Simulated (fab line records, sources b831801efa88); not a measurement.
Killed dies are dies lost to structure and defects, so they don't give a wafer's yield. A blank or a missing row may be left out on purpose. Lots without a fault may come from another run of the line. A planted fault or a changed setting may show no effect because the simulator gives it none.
Split-lot experiment | flow gf180mcu | 5 lots, 23 wafers read, on a route of 602 steps

THE SPLIT
At GF_STI_CVD_23 (deposits SiO2, target thk 650 nm, time 108.3 s), the setting sih4_flow_sccm was moved away from the recipe's 60 sccm on 11 of the 23 wafers read, by -10.2% to +13.1%. The other wafers ran this setting at the recipe's value.

The file shows no step between the split and the reading.

THE READING
STI_CVD_23_THK, in nm, at GF_STI_THK_MEAS_24. Fault-free wafers of this fab line usually give 653 nm, standard deviation 5.6 nm.

wafer  | tool, chamber at the split | sih4_flow_sccm as run, sccm | against the recipe | STI_CVD_23_THK, nm | against lot-mates on the recipe
L074.1 | hdpcvd-02, 0               | 60                          | recipe             | 662                | -
L074.2 | hdpcvd-02, 2               | 60                          | recipe             | 665                | -
L074.3 | hdpcvd-02, 1               | 67.88                       | +13.1%             | 741                | +78
L074.4 | hdpcvd-02, 1               | 67.88                       | +13.1%             | 747                | +84
L074.5 | hdpcvd-02, 2               | 67.88                       | +13.1%             | 740                | +76
L076.1 | hdpcvd-01, 0               | 56.78                       | -5.4%              | 622                | -37
L076.3 | hdpcvd-01, 1               | 60                          | recipe             | 659                | -
L076.4 | hdpcvd-01, 2               | 60                          | recipe             | 661                | -
L076.5 | hdpcvd-01, 1               | 60                          | recipe             | 657                | -
L076.6 | hdpcvd-01, 0               | 56.78                       | -5.4%              | 625                | -34
L079.1 | hdpcvd-02, 0               | 60                          | recipe             | 655                | -
L079.4 | hdpcvd-02, 1               | 60                          | recipe             | 649                | -
L079.5 | hdpcvd-02, 2               | 60                          | recipe             | 654                | -
L080.1 | hdpcvd-02, 2               | 60                          | recipe             | 652                | -
L080.2 | hdpcvd-02, 1               | 60                          | recipe             | 647                | -
L080.3 | hdpcvd-02, 0               | 57.12                       | -4.8%              | 625                | -24
L080.5 | hdpcvd-02, 2               | 57.12                       | -4.8%              | 619                | -30
L080.6 | hdpcvd-02, 1               | 57.12                       | -4.8%              | 619                | -30
L083.2 | hdpcvd-01, 2               | 60                          | recipe             | 648                | -
L083.3 | hdpcvd-01, 1               | 53.86                       | -10.2%             | 583                | -68
L083.4 | hdpcvd-01, 2               | 60                          | recipe             | 654                | -
L083.5 | hdpcvd-01, 1               | 53.86                       | -10.2%             | 592                | -59
L083.6 | hdpcvd-01, 0               | 53.86                       | -10.2%             | 586                | -65

THE FIT
A straight line over all 23 wafers: STI_CVD_23_THK changes by +6.65 nm for each +1% of sih4_flow_sccm; r = +0.99; the points scatter about the line by 4.9 nm.
The same after taking each lot's own level away (the mean of its wafers on the recipe; 23 wafers): +6.12 nm for each +1%; r = +1.00; scatter 3 nm.
On that fit, the largest move of sih4_flow_sccm shifts the reading by 80 nm.
The lots' own levels span 649.5 to 663.5 nm, that is 2.5 times the standard deviation above.
So the lot-to-lot level changes the slope little: the two slopes agree.
Check: with one of the wafers moved furthest among these (+13.1%) left out of the fit, the line predicts +80.8 nm for it against its lot-mates. It came out at +77.5 nm against them.

OTHER SPLITS ON THESE WAFERS
These wafers also went through other splits before the reading. Each is held against what the fit with the lots' levels taken away leaves over:
other split on the same wafers   | wafers away from the commonest value | r with STI_CVD_23_THK (lot level and that fit taken away)
GF_STI_CVD_03 time_s             | 18                                   | +0.03
GF_STI_DEVELOP_11 develop_time_s | 9                                    | +0.01

THE WHOLE CHAIN: every reading that the file lists as answering this split, in the file's order
step               | what it does                                   | reading                                                                    | change (the file's fit)              | r (the file's)
GF_STI_CVD_23      | deposits SiO2, target thk 650 nm, time 108.3 s | SiO2_of_STI_CVD_23.thk_nm (the simulator's own value, which no gauge read) | +6.15 nm for each +1% of the setting | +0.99
GF_STI_THK_MEAS_24 |                                                | STI_CVD_23_THK                                                             | +6.15 for each +1% of the setting    | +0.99

THE FILE'S OWN FIT
STI_CVD_23_THK changes by +6.15 nm for each +1% of sih4_flow_sccm, r = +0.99.
